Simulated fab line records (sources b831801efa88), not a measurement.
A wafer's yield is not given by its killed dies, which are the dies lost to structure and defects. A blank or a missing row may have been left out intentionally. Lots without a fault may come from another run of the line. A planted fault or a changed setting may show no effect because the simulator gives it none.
Comparing a struck lot with a sound one || flow sky130 || 24 out of 708 route steps
Sound: the wafers L801.2, L801.4, L801.6. Wafers L793.2, L793.3, L793.4 were the ones struck. Last of all comes the cause.
Each step with rows lists, per side, the tool, then ch with its chambers, then its first start. Under that, the readings that differ: sound wafers || struck wafers || difference of the means || sigmas: that difference in standard deviations of wafers without a fault.
alike: words and numbers the same on both sides, and readings whose means are apart by under 2 such deviations; not compared: readings that were withheld, readings missing a value for some wafer, numbers with overlapping values and no deviation given by the record, and bounds like >300 which may hide the same value.
A row with sigmas, a row that says differs or no value, or rows on one side alone: a step with any of these is where the two part. When numbers do not overlap yet have no deviation, they are printed without sigmas and do not part them. Lack of a reading on every wafer of one side parts them only where that side has two or more wafers.

first, 1 step without rows for these wafers: SKY_LI_CONTACT_PRE_CLEAN_18 (time 5.6 s).
SKY_LI_CONTACT_SPUTTER_19: material Ti, target thk 20 nm, time 106.37 s.
  sound: pvdSputter-01 at day 36 08:50; struck: pvdSputter-01 at day 33 18:17
  alike: cathodeDcPowerW, throttleValvePct
then, 1 step without rows for these wafers: SKY_LI_CONTACT_SPUTTER_20 (material TiN, target thk 20 nm, time 80 s).
SKY_LI_CONTACT_CVD_21: deposits W, target thk 400 nm, time 120.56 s.
  sound on cvdW-02 ch 0, day 36 08:58; struck on cvdW-01 ch 0,1, day 33 18:26
  alike: heaterPowerW
  not compared: sinceWetCleanH
SKY_LI_CONTACT_RS_MEAS_22: uses a four-point probe to measure.
  sound: filmMetro-01 at day 36 09:07; struck: filmMetro-02 at day 33 18:34
  alike: LI_CONTACT_W_RS
SKY_LI_CONTACT_THK_MEAS_23: measures by xrf.
  sound: filmMetro-01 at day 36 09:13; struck: filmMetro-02 at day 33 18:41
  alike: LI_CONTACT_W_THK
SKY_LI_CONTACT_CMP_24: polishes, stops on PSG, t overpolish 20 s, target thk 0 nm.
  sound on cmp-01 ch 2,3, day 36 09:16; struck on cmp-01 ch 1,2,3, day 33 18:44
  alike: motorCurrentA, overpolishRunS, timeToEndpointS
SKY_LOCAL_INTERCONNECT_SPUTTER_00: material TiN, target thk 100 nm, time 83.3 s.
  sound: pvdSputter-02 at day 36 09:34; struck: pvdSputter-03 at day 33 19:02
  alike: cathodeDcPowerW, throttleValvePct
SKY_LOCAL_INTERCONNECT_RS_MEAS_01: uses a four-point probe to measure.
  sound: filmMetro-02 at day 36 09:40; struck: filmMetro-02 at day 33 19:07
  alike: LOCAL_INTERCONNECT_TIN_RS
SKY_LOCAL_INTERCONNECT_THK_MEAS_02: measures by xrf.
  sound: filmMetro-02 at day 36 09:46; struck: filmMetro-02 at day 33 19:14
  alike: LOCAL_INTERCONNECT_TIN_THK
then, 2 steps without rows for these wafers: SKY_LOCAL_INTERCONNECT_DEHYDRATE_03 (time 60 s); SKY_LOCAL_INTERCONNECT_HMDS_04 (prime time 60 s).
SKY_LOCAL_INTERCONNECT_COAT_05: resist thk 60 nm.
  sound on lithoTrack-03 ch 0, day 36 22:08; struck on lithoTrack-03 ch 0, day 34 07:53
{"reading": "spinSpeedRpm (rpm)", "sound": "3002.2 3002.6 3002.6", "struck": "2271.7 2270.3 2269.5", "difference": -732.0, "sigmas": "-99 or more"}
then, 5 steps without rows for these wafers: SKY_LOCAL_INTERCONNECT_COAT_06 (resist thk 450 nm); SKY_LOCAL_INTERCONNECT_SOFTBAKE_07 (time 90 s); SKY_LOCAL_INTERCONNECT_EXPOSE_08 (exposes mask LI1M, target cd 170 nm); SKY_LOCAL_INTERCONNECT_PEB_09; SKY_LOCAL_INTERCONNECT_DEVELOP_10 (develop time 60 s).
SKY_LOCAL_INTERCONNECT_CD_MEAS_11: the cd target is 170 nm.
  sound: cdSem-02 at day 37 11:40; struck: cdSem-02 at day 34 21:25
  alike: cdNm
SKY_LOCAL_INTERCONNECT_OVL_MEAS_12:
  sound: overlay-01 at day 37 11:47; struck: overlay-01 at day 34 21:32
  alike: LOCAL_INTERCONNECT_OVL
SKY_LOCAL_INTERCONNECT_ETCH_13: etches BARC in N2/H2, stops on SiO2, time 45.9 s, target depth 60 nm.
  sound on rieMetal-02 ch 1, day 37 11:50; struck on rieMetal-01 ch 0,1, day 34 21:34
{"reading": "oesProductAu (a.u.)", "sound": "0.849 0.854 0.852", "struck": "0.932 0.924 0.926", "difference": "+0.076", "sigmas": "+15"}
{"reading": "model.etch.depthNm (nm)", "sound": "60.09 59.66 60.08", "struck": "69.18 69.33 68.93", "difference": "+9.20", "sigmas": ""}
  alike: drypumpMotorCurrentA, throttleValvePct
  not compared: rfHoursCounterH
SKY_LOCAL_INTERCONNECT_METAL_ETCH_14: etches TiN in Cl2/BCl3, stops on PSG, target depth 110 nm, time 31.4 s.
  sound on rieMetal-02 ch 1, day 37 11:57; struck on rieMetal-01 ch 0,1, day 34 21:37
  alike: drypumpMotorCurrentA, oesProductAu, throttleValvePct
  not compared: rfHoursCounterH
SKY_LOCAL_INTERCONNECT_STRIP_15: strips in O2/N2.
  sound on plasmaAsher-04 ch 0,1, day 37 12:02; struck on plasmaAsher-03 ch 0,1, day 34 21:40
{"reading": "stripTimeToEndpointS (s)", "sound": "4.742 4.720 4.726", "struck": "4.842 4.840 4.839", "difference": "+0.111", "sigmas": "+5"}
  alike: drypumpMotorCurrentA, oesProductAu
  not compared: rfHoursCounterH
then, 1 step without rows for these wafers: SKY_LOCAL_INTERCONNECT_STRIP_16 (strips in post etch residue remover, time 1200 s).

WHERE THEY PART
Earliest at SKY_LOCAL_INTERCONNECT_COAT_05; latest, in this record, at SKY_LOCAL_INTERCONNECT_STRIP_15.

WHY: what had been put in by the simulator
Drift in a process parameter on lithoTrack-03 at SKY_LOCAL_INTERCONNECT_COAT_05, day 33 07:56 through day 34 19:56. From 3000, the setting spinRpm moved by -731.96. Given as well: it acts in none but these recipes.
